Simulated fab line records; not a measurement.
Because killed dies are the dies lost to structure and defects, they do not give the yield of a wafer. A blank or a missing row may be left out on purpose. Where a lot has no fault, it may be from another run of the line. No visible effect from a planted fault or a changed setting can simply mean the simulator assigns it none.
Comparing a struck lot with a sound one :: flow sky130 :: 14 out of 708 route steps
Sound: wafers L706.1, L706.4, L706.5. The struck wafers were L699.1, L699.4, L699.6. The cause is named last.
Each step with rows lists, per side, the tool, then ch with its chambers, then its first start. Under that, the readings that differ: sound wafers :: struck wafers :: difference of the means :: sigmas: that difference in standard deviations of wafers without a fault.
alike: same words and numbers on both sides, and readings whose means sit less than 2 such deviations apart. not compared: any withheld reading, any reading some wafer has no value for, any bound like >300 that may hide the same value, and any number with overlapping values for which the record gives no deviation.
The two part at a step that has a row with sigmas, a row that says differs or no value, or rows on one side only. Non-overlapping numbers with no deviation appear without sigmas and do not part them. Lack of a reading on every wafer of one side parts them only where that side has two or more wafers.

SKY_CAPM_OVL_MEAS_12:
  sound on overlay-01, day 44 02:40; struck on overlay-02, day 42 00:52
  alike: CAPM_OVL
SKY_CAPM_METAL_ETCH_13: etches TiN in Cl2/BCl3, stops on SiO2, target depth 220 nm, time 62.9 s.
  sound on rie metal-01 ch 0,1, day 44 02:42; struck on rie metal-03 ch 0,1, day 42 00:55
  alike: drypump motor current A, oes product au, throttle valve pct
  not compared: rf hours counter h
SKY_CAPM_STRIP_14: strips in O2/N2.
  sound on plasma asher-03 ch 0,1, day 44 02:47; struck on plasma asher-01 ch 0,1, day 42 00:59
reading: strip time to endpoint s (s)
sound: 12.78 12.74 12.78
struck: 12.67 12.61 12.65
difference: -0.12
sigmas: -2
  alike: drypump motor current A, oes product au
  not compared: rf hours counter h
then, 9 steps without rows for these wafers: SKY_CAPM_STRIP_15 (strips in post etch residue remover, time 1200 s); SKY_CAPM_CLEAN_16 (cleans in IPA, time 180 s); SKY_CAPM_CLEAN_17 (cleans in O3/DIW); SKY_METAL3_DEHYDRATE_05 (time 60 s); SKY_METAL3_HMDS_06 (prime time 60 s); SKY_METAL3_COAT_07 (resist thk 60 nm); SKY_METAL3_COAT_08 (resist thk 1140 nm); SKY_METAL3_SOFTBAKE_09 (time 90 s); SKY_METAL3_EXPOSE_10 (exposes mask MM3, target cd 300 nm).
SKY_METAL3_PEB_11:
  struck on litho track-03, day 43 00:00; sound on litho track-01 ch 0, day 45 01:00
reading: exhaust pa (Pa)
sound: 44.6 45.9 45.8
struck: - - -
difference: no value on the struck wafers
sigmas: 
  not compared: chill plate temp C
then, 1 step without rows for these wafers: SKY_METAL3_DEVELOP_12 (develop time 60 s).

## WHERE THEY PART
At SKY_CAPM_STRIP_14 first; at SKY_METAL3_PEB_11 last (within this record only).

WHY: whatever the simulator had introduced
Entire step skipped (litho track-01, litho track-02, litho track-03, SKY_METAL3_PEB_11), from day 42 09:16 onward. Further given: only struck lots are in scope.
